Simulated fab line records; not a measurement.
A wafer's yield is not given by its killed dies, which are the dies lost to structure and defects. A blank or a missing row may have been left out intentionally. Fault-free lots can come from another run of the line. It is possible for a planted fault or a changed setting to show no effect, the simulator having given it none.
fab line records + flow gf180mcu
record
- lots=12
- wafers=36
- last_day=34
route steps=602 shown LVPWELL@56 MVSD@73
lots untouched by any fault: they come from a run of this same line in which no faults occurred
start_h: the number of hours between the record's first day and the start of the first shown wafer of the lot + wait_h: hours from the lot's prior step to this one + " as in the row above + L1.1+2: several wafers, shown together as one row + - either no value or no given start + * or withheld: withheld + < > ~ a bound
route shown NAME@n: names a module that has steps shown in the file, with the first one's number in the route + usual: mean and standard deviation over wafers with no fault + same: alike in all rows + chamber/n: place in a boat + sites: the reading at each site + _std_site: the standard deviation of these + _edge_site: outer sites' mean less inner sites' + radius_mm: how far each site lies from the wafer's centre + mask NAME#n: copy n + behind: the last tool/chamber to shape the wafer + hold: why the lot was held/for how many hours/how that ended + device: the n, p or np transistor that did not switch + end of line: tests run on the same wafers once the route is complete + a step given without rows: its recipe and nothing more + killed: dies lost to structure and defects at the first sort, not the wafer's yield + map: per-die view of a wafer (x killed, . not killed, _ where there is no die)
set.NAME: the setting that was run; set.NAME@STEP: the one run at that earlier step + model.NAME: the simulator's own value behind a step, which no gauge read
one table for each step of the route and one row for each wafer, over a sample of lots
services: a tool's chamber out of use, with start hour (start_h, from the record's first day; less than 0 if before it), hours out, and reason
## steps
# step GF_LVPWELL_COAT_02
# recipe
- spin_rpm=2000
- resist_thk_nm=3000
# usual
- spin_speed_rpm=1999.9/1.4
| lot.wafer | tool           | chamber | start_h | wait_h | spin_speed_rpm |
|-----------|----------------|---------|---------|--------|----------------|
| L196.1    | litho_track-03 | 0       | 64.04   | 0.1    | 1997.5         |
| L196.2    | "              | 0       | "       | "      | 2000.2         |
| L196.5    | "              | 0       | "       | "      | 1998.4         |
| L197.2    | litho_track-01 | 0       | 70.23   | 0.1    | 2000.1         |
| L197.3    | "              | 0       | "       | "      | 2001.4         |
| L197.4    | "              | 0       | "       | "      | 2000.8         |
| L199.1    | litho_track-04 | 0       | 78.36   | 0.1    | 1999.1         |
| L199.2    | "              | 0       | "       | "      | 2000.2         |
| L199.4    | "              | 0       | "       | "      | 1997.9         |
| L201.2    | litho_track-03 | 0       | 90.32   | 0.1    | 2001.3         |
| L201.4    | "              | 0       | "       | "      | 1998.2         |
| L201.6    | "              | 0       | "       | "      | 2000.4         |
| L206.1    | litho_track-03 | 0       | 116.14  | 0.1    | 2000.0         |
| L206.3    | "              | 0       | "       | "      | 1997.4         |
| L206.5    | "              | 0       | "       | "      | 1999.5         |
| L207.1    | litho_track-01 | 0       | 123.00  | 0.1    | 2002.4         |
| L207.3    | "              | 0       | "       | "      | 1996.8         |
| L207.5    | "              | 0       | "       | "      | 1999.4         |
| L208.1    | litho_track-04 | 0       | 127.56  | 0.1    | 1998.7         |
| L208.3    | "              | 0       | "       | "      | 1998.8         |
| L208.4    | "              | 0       | "       | "      | 2001.7         |
| L211.2    | litho_track-04 | 0       | 148.33  | 0.1    | 1998.1         |
| L211.3    | "              | 0       | "       | "      | 2001.5         |
| L211.4    | "              | 0       | "       | "      | 1997.9         |
| L213.3    | litho_track-04 | 0       | 157.06  | 0.1    | 2001.7         |
| L213.5    | "              | 0       | "       | "      | 1999.4         |
| L213.6    | "              | 0       | "       | "      | 2000.6         |
| L215.2    | litho_track-04 | 0       | 167.18  | 0.1    | 1999.6         |
| L215.3    | "              | 0       | "       | "      | 1999.5         |
| L215.4    | "              | 0       | "       | "      | 2000.2         |
| L217.2    | litho_track-04 | 0       | 177.93  | 0.1    | 2000.1         |
| L217.3    | "              | 0       | "       | "      | 2001.5         |
| L217.6    | "              | 0       | "       | "      | 1998.9         |
| L219.2    | litho_track-04 | 0       | 191.48  | 0.1    | 2001.1         |
| L219.5    | "              | 0       | "       | "      | 2000.3         |
| L219.6    | "              | 0       | "       | "      | 1998.8         |
# step GF_LVPWELL_STRIP_10
# recipe
- chemistry=O2/N2
- power_w=1400
- pressure_mtorr=1500
- platen_temp_c=250
- o2_flow_sccm=3000
- n2_flow_sccm=300
- overash_fraction=0.5
# usual
- drypump_motor_current_A=5.9/0.38
- heater_power_w=343/32
- oes_product_au=0.722/0.0044
- platen_temp_c=249.99/0.18
- strip_time_to_endpoint_s=36.96/0.096
| lot.wafer | tool            | chamber | start_h | wait_h | drypump_motor_current_A | heater_power_w | oes_product_au | platen_temp_c | rf_hours_counter_h | strip_time_to_endpoint_s |
|-----------|-----------------|---------|---------|--------|-------------------------|----------------|----------------|---------------|--------------------|--------------------------|
| L196.1    | plasma_asher-01 | 0       | 71.03   | 0.1    | 6.5                     | 363            | 0.725          | 249.90        | 40                 | 36.85                    |
| L196.2    | "               | 1       | "       | "      | 5.8                     | 309            | 0.717          | 250.11        | 40                 | 36.68                    |
| L196.5    | "               | 0       | "       | "      | 6.5                     | 371            | 0.720          | 250.10        | -                  | 36.82                    |
| L197.2    | plasma_asher-01 | 1       | 77.79   | 0.1    | 5.8                     | 313            | 0.724          | 250.27        | 41                 | 36.87                    |
| L197.3    | "               | 1       | "       | "      | 5.8                     | 305            | 0.724          | 250.07        | -                  | 36.92                    |
| L197.4    | "               | 0       | "       | "      | 6.5                     | 373            | 0.722          | 249.98        | -                  | 36.88                    |
| L199.1    | plasma_asher-02 | 0       | 85.98   | 0.1    | 5.7                     | 331            | 0.720          | 250.09        | 30                 | 36.92                    |
| L199.2    | "               | 1       | "       | "      | 5.5                     | 388            | 0.724          | 249.85        | 30                 | 36.96                    |
| L199.4    | "               | 0       | "       | "      | 5.7                     | 324            | 0.728          | 250.13        | -                  | 36.90                    |
| L201.2    | plasma_asher-03 | 1       | 97.89   | 0.1    | 5.6                     | 358            | 0.728          | 249.69        | 39                 | 38.41                    |
| L201.4    | "               | 1       | "       | "      | 5.6                     | 361            | 0.728          | 249.66        | -                  | 38.37                    |
| L201.6    | "               | 1       | "       | "      | 5.6                     | 349            | 0.724          | 249.87        | -                  | 38.29                    |
| L206.1    | plasma_asher-01 | 1       | 124.48  | 0.1    | 5.8                     | 305            | 0.727          | 249.86        | 47                 | 38.30                    |
| L206.3    | "               | 1       | "       | "      | 5.8                     | 316            | 0.725          | 249.96        | -                  | 38.24                    |
| L206.5    | "               | 0       | "       | "      | 6.5                     | 384            | 0.723          | 250.06        | -                  | 38.36                    |
| L207.1    | plasma_asher-01 | 1       | 131.19  | 0.1    | 5.8                     | 307            | 0.722          | 250.28        | 48                 | 36.86                    |
| L207.3    | "               | 0       | "       | "      | 6.5                     | 374            | 0.728          | 250.15        | -                  | 36.93                    |
| L207.5    | "               | 1       | "       | "      | 5.8                     | 299            | 0.723          | 250.36        | -                  | 36.85                    |
| L208.1    | plasma_asher-01 | 1       | 135.35  | 0.1    | 5.8                     | 313            | 0.716          | 249.79        | 48                 | 37.06                    |
| L208.3    | "               | 1       | "       | "      | 5.8                     | 289            | 0.717          | 249.77        | -                  | 37.00                    |
| L208.4    | "               | 0       | "       | "      | 6.5                     | 375            | 0.723          | 250.08        | -                  | 37.05                    |
| L211.2    | plasma_asher-01 | 1       | 156.44  | 0.1    | 5.8                     | 303            | 0.725          | 250.03        | 51                 | 36.94                    |
| L211.3    | "               | 0       | "       | "      | 6.5                     | 378            | 0.731          | 249.92        | -                  | 36.88                    |
| L211.4    | "               | 1       | "       | "      | 5.9                     | 302            | 0.720          | 249.78        | -                  | 36.89                    |
| L213.3    | plasma_asher-02 | 0       | 165.98  | 0.1    | 5.7                     | 326            | 0.719          | 249.91        | -                  | 36.79                    |
| L213.5    | "               | 1       | "       | "      | 5.4                     | 381            | 0.727          | 250.10        | -                  | 36.92                    |
| L213.6    | "               | 0       | "       | "      | 5.7                     | 327            | 0.719          | 249.84        | -                  | 36.82                    |
| L215.2    | plasma_asher-03 | 0       | 176.08  | 0.1    | 5.8                     | 320            | 0.724          | 250.03        | 6                  | 37.00                    |
| L215.3    | "               | 1       | "       | "      | 5.6                     | 345            | 0.724          | 249.94        | -                  | 36.95                    |
| L215.4    | "               | 0       | "       | "      | 5.8                     | 323            | 0.725          | 250.32        | -                  | 37.07                    |
| L217.2    | plasma_asher-02 | 0       | 186.89  | 0.1    | 5.7                     | 325            | 0.719          | 250.12        | 41                 | 36.88                    |
| L217.3    | "               | 0       | "       | "      | 5.7                     | 326            | 0.724          | 250.27        | -                  | 36.78                    |
| L217.6    | "               | 1       | "       | "      | 5.4                     | 391            | 0.726          | 249.83        | -                  | 36.92                    |
| L219.2    | plasma_asher-01 | 0       | 200.99  | 0.1    | 6.5                     | 380            | 0.720          | 249.93        | 55                 | 36.99                    |
| L219.5    | "               | 1       | "       | "      | 5.8                     | 303            | 0.721          | 250.24        | -                  | 37.00                    |
| L219.6    | "               | 0       | "       | "      | 6.5                     | 367            | 0.715          | 249.51        | -                  | 36.95                    |
# step GF_MVSD_OVL_MEAS_07
# usual
- MVSD_OVL=0.4/1.4
| lot.wafer | tool       | chamber | start_h | wait_h | MVSD_OVL[nm] |
|-----------|------------|---------|---------|--------|--------------|
| L196.1    | overlay-01 | -       | 84.96   | -      | 1.9          |
| L196.2    | "          | -       | "       | "      | 0.2          |
| L196.5    | "          | -       | "       | "      | -0.9         |
| L197.2    | overlay-01 | -       | 91.62   | -      | 0.0          |
| L197.3    | "          | -       | "       | "      | 0.4          |
| L197.4    | "          | -       | "       | "      | 0.4          |
| L199.1    | overlay-01 | -       | 99.93   | -      | 1.0          |
| L199.2    | "          | -       | "       | "      | 0.0          |
| L199.4    | "          | -       | "       | "      | 1.4          |
| L201.2    | overlay-01 | -       | 112.52  | -      | 2.1          |
| L201.4    | "          | -       | "       | "      | 1.4          |
| L201.6    | "          | -       | "       | "      | 1.0          |
| L206.1    | overlay-02 | -       | 139.69  | -      | -0.3         |
| L206.3    | "          | -       | "       | "      | 1.1          |
| L206.5    | "          | -       | "       | "      | -1.1         |
| L207.1    | overlay-02 | -       | 146.16  | -      | -3.6         |
| L207.3    | "          | -       | "       | "      | -2.5         |
| L207.5    | "          | -       | "       | "      | -2.1         |
| L208.1    | overlay-01 | -       | 150.03  | -      | 1.8          |
| L208.3    | "          | -       | "       | "      | 1.1          |
| L208.4    | "          | -       | "       | "      | 1.0          |
| L211.2    | overlay-01 | -       | 172.05  | -      | 2.0          |
| L211.3    | "          | -       | "       | "      | 2.0          |
| L211.4    | "          | -       | "       | "      | 1.6          |
| L213.3    | overlay-01 | -       | 182.92  | -      | -0.6         |
| L213.5    | "          | -       | "       | "      | 0.2          |
| L213.6    | "          | -       | "       | "      | -1.4         |
| L215.2    | overlay-01 | -       | 192.51  | -      | -0.9         |
| L215.3    | "          | -       | "       | "      | -0.5         |
| L215.4    | "          | -       | "       | "      | -1.5         |
| L217.2    | overlay-01 | -       | 204.40  | -      | 1.7          |
| L217.3    | "          | -       | "       | "      | 1.2          |
| L217.6    | "          | -       | "       | "      | 1.4          |
| L219.2    | overlay-02 | -       | 218.41  | -      | -0.9         |
| L219.5    | "          | -       | "       | "      | -0.9         |
| L219.6    | "          | -       | "       | "      | 1.1          |
# step GF_MVSD_STRIP_10
# recipe
- chemistry=O2/N2
- power_w=1400
- pressure_mtorr=1500
- platen_temp_c=250
- o2_flow_sccm=3000
- n2_flow_sccm=300
- overash_fraction=0.5
# usual
- drypump_motor_current_A=5.8/0.4
- heater_power_w=340/37
- oes_product_au=0.723/0.0043
- platen_temp_c=249.97/0.16
- strip_time_to_endpoint_s=36.94/0.1
| lot.wafer | tool            | chamber | start_h | wait_h | drypump_motor_current_A | heater_power_w | oes_product_au | platen_temp_c | rf_hours_counter_h | strip_time_to_endpoint_s |
|-----------|-----------------|---------|---------|--------|-------------------------|----------------|----------------|---------------|--------------------|--------------------------|
| L196.1    | plasma_asher-01 | 1       | 85.30   | 0.1    | 5.9                     | 304            | 0.722          | 249.97        | 43                 | 36.87                    |
| L196.2    | "               | 0       | "       | "      | 6.5                     | 379            | 0.732          | 250.05        | 43                 | 36.95                    |
| L196.5    | "               | 1       | "       | "      | 5.8                     | 305            | 0.711          | 249.70        | -                  | 36.95                    |
| L197.2    | plasma_asher-01 | 1       | 91.95   | 0.1    | 5.8                     | 311            | 0.722          | 249.78        | 43                 | 36.89                    |
| L197.3    | "               | 0       | "       | "      | 6.5                     | 377            | 0.725          | 250.29        | -                  | 37.07                    |
| L197.4    | "               | 1       | "       | "      | 5.8                     | 311            | 0.731          | 249.97        | -                  | 37.00                    |
| L199.1    | plasma_asher-01 | 1       | 100.27  | 0.1    | 5.8                     | 298            | 0.715          | 250.10        | 45                 | 36.81                    |
| L199.2    | "               | 0       | "       | "      | 6.5                     | 379            | 0.723          | 249.98        | 45                 | 36.88                    |
| L199.4    | "               | 1       | "       | "      | 5.9                     | 308            | 0.722          | 249.73        | -                  | 36.81                    |
| L201.2    | plasma_asher-02 | 0       | 112.85  | 0.1    | 5.7                     | 321            | 0.724          | 249.97        | 34                 | 37.00                    |
| L201.4    | "               | 0       | "       | "      | 5.7                     | 327            | 0.720          | 250.12        | -                  | 37.03                    |
| L201.6    | "               | 0       | "       | "      | 5.7                     | 326            | 0.723          | 250.06        | -                  | 36.92                    |
| L206.1    | plasma_asher-02 | 0       | 140.03  | 0.1    | 5.7                     | 321            | 0.724          | 250.02        | 37                 | 36.69                    |
| L206.3    | "               | 0       | "       | "      | 5.7                     | 332            | 0.729          | 249.88        | -                  | 36.75                    |
| L206.5    | "               | 1       | "       | "      | 5.5                     | 385            | 0.729          | 250.22        | -                  | 36.73                    |
| L207.1    | plasma_asher-04 | 0       | 146.49  | 0.1    | 5.2                     | 323            | 0.733          | 250.14        | 53                 | 36.92                    |
| L207.3    | "               | 0       | "       | "      | 5.2                     | 324            | 0.723          | 249.92        | -                  | 36.88                    |
| L207.5    | "               | 0       | "       | "      | 5.2                     | 331            | 0.726          | 250.30        | -                  | 36.96                    |
| L208.1    | plasma_asher-02 | 1       | 150.37  | 0.1    | 5.5                     | 386            | 0.721          | 250.06        | 38                 | 36.85                    |
| L208.3    | "               | 1       | "       | "      | 5.5                     | 384            | 0.724          | 249.93        | -                  | 36.88                    |
| L208.4    | "               | 0       | "       | "      | 5.7                     | 318            | 0.727          | 249.91        | -                  | 36.83                    |
| L211.2    | plasma_asher-01 | 1       | 172.38  | 0.1    | 5.8                     | 308            | 0.720          | 249.99        | 52                 | 36.98                    |
| L211.3    | "               | 1       | "       | "      | 5.8                     | 306            | 0.716          | 250.02        | -                  | 36.87                    |
| L211.4    | "               | 0       | "       | "      | 6.5                     | 379            | 0.722          | 250.13        | -                  | 36.96                    |
| L213.3    | plasma_asher-01 | 1       | 183.28  | 0.1    | 5.8                     | 305            | 0.732          | 249.83        | -                  | 36.87                    |
| L213.5    | "               | 1       | "       | "      | 5.8                     | 309            | 0.710          | 249.67        | -                  | 37.02                    |
| L213.6    | "               | 0       | "       | "      | 6.5                     | 379            | 0.732          | 249.87        | -                  | 36.88                    |
| L215.2    | plasma_asher-02 | 0       | 192.84  | 0.1    | 5.7                     | 314            | 0.720          | 250.21        | 42                 | 37.06                    |
| L215.3    | "               | 1       | "       | "      | 5.4                     | 395            | 0.721          | 249.92        | -                  | 36.98                    |
| L215.4    | "               | 0       | "       | "      | 5.7                     | 319            | 0.723          | 250.02        | -                  | 37.00                    |
| L217.2    | plasma_asher-02 | 0       | 204.73  | 0.1    | 5.7                     | 328            | 0.721          | 249.82        | 43                 | 37.11                    |
| L217.3    | "               | 0       | "       | "      | 5.7                     | 327            | 0.726          | 250.04        | -                  | 37.14                    |
| L217.6    | "               | 1       | "       | "      | 5.5                     | 391            | 0.716          | 250.05        | -                  | 37.12                    |
| L219.2    | plasma_asher-01 | 1       | 218.74  | 0.1    | 5.8                     | 303            | 0.721          | 249.90        | 57                 | 37.12                    |
| L219.5    | "               | 0       | "       | "      | 6.5                     | 373            | 0.729          | 250.06        | -                  | 37.15                    |
| L219.6    | "               | 1       | "       | "      | 5.9                     | 309            | 0.725          | 249.73        | -                  | 37.10                    |
# step GF_MVSD_TW_MEAS_11
# usual
- MVSD_TW=1582/23
| lot.wafer | tool          | chamber | start_h | wait_h | MVSD_TW |
|-----------|---------------|---------|---------|--------|---------|
| L196.1    | film_metro-03 | -       | 85.40   | 0.1    | 1593    |
| L196.2    | "             | -       | "       | "      | 1604    |
| L196.5    | "             | -       | "       | "      | 1600    |
| L197.2    | film_metro-02 | -       | 92.06   | 0.1    | 1590    |
| L197.3    | "             | -       | "       | "      | 1598    |
| L197.4    | "             | -       | "       | "      | 1589    |
| L199.1    | film_metro-04 | -       | 100.37  | 0.1    | 1547    |
| L199.2    | "             | -       | "       | "      | 1554    |
| L199.4    | "             | -       | "       | "      | 1551    |
| L201.2    | film_metro-03 | -       | 112.96  | 0.1    | 1583    |
| L201.4    | "             | -       | "       | "      | 1589    |
| L201.6    | "             | -       | "       | "      | 1579    |
| L206.1    | film_metro-04 | -       | 140.13  | 0.1    | 1549    |
| L206.3    | "             | -       | "       | "      | 1552    |
| L206.5    | "             | -       | "       | "      | 1557    |
| L207.1    | film_metro-03 | -       | 146.59  | 0.1    | 1600    |
| L207.3    | "             | -       | "       | "      | 1589    |
| L207.5    | "             | -       | "       | "      | 1605    |
| L208.1    | film_metro-03 | -       | 150.47  | 0.1    | 1595    |
| L208.3    | "             | -       | "       | "      | 1593    |
| L208.4    | "             | -       | "       | "      | 1597    |
| L211.2    | film_metro-04 | -       | 172.49  | 0.1    | 1548    |
| L211.3    | "             | -       | "       | "      | 1551    |
| L211.4    | "             | -       | "       | "      | 1554    |
| L213.3    | film_metro-02 | -       | 183.36  | 0.1    | 1603    |
| L213.5    | "             | -       | "       | "      | 1607    |
| L213.6    | "             | -       | "       | "      | 1601    |
| L215.2    | film_metro-04 | -       | 192.95  | 0.1    | 1560    |
| L215.3    | "             | -       | "       | "      | 1558    |
| L215.4    | "             | -       | "       | "      | 1555    |
| L217.2    | film_metro-04 | -       | 204.84  | 0.1    | 1553    |
| L217.3    | "             | -       | "       | "      | 1556    |
| L217.6    | "             | -       | "       | "      | 1556    |
| L219.2    | film_metro-02 | -       | 218.85  | 0.1    | 1610    |
| L219.5    | "             | -       | "       | "      | 1602    |
| L219.6    | "             | -       | "       | "      | 1616    |
## services
| tool            | chamber | start_h | hours | kind       |
|-----------------|---------|---------|-------|------------|
| plasma_asher-03 | -       | 42.26   | 39.6  | repair     |
| plasma_asher-01 | -       | 49.68   | 13.6  | repair     |
| plasma_asher-01 | -       | 60.91   | 2.9   | repair     |
| plasma_asher-04 | -       | 83.07   | 14.1  | repair     |
| plasma_asher-03 | -       | 93.42   | 3.2   | repair     |
| plasma_asher-03 | -       | 108.75  | 9.0   | pm         |
| plasma_asher-03 | 0       | 108.75  | 9.0   | vent_cycle |
| plasma_asher-03 | 1       | 108.75  | 9.0   | vent_cycle |
| plasma_asher-03 | 0       | 117.75  | -     | clean      |
| plasma_asher-03 | 1       | 117.75  | -     | clean      |
| plasma_asher-04 | -       | 166.33  | 2.8   | pm         |
## key
first_sign
- step=GF_LVPWELL_STRIP_10
- reading=strip_time_to_endpoint_s
- direction=up
- sigmas=14
- usual=*
- struck=*
effect none on later readings
met_at GF_LVPWELL_COAT_02
struck_lots L201,L206
tester_left_out L201,L206
not_acting_at GF_MVSD_OVL_MEAS_07,GF_MVSD_STRIP_10,GF_MVSD_TW_MEAS_11
onset_between 64.04 90.32
fault
- kind=process_parameter_drift
- tool=litho_track-03
- chamber=-
- onset_h=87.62
- steps=GF_LVPWELL_COAT_02
- channel=resist_thk_nm
- offset=*
- shape=step
- end_h=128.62
- acts_in=*
- stated=*
# tester_left_out: of these lots the tester's yield and bins aren't shown, on N5 and GAA mostly nor the transistor test; their killed dies are dies lost to structure and defects alone, not to doping, threshold or leakage, so they don't give the yield
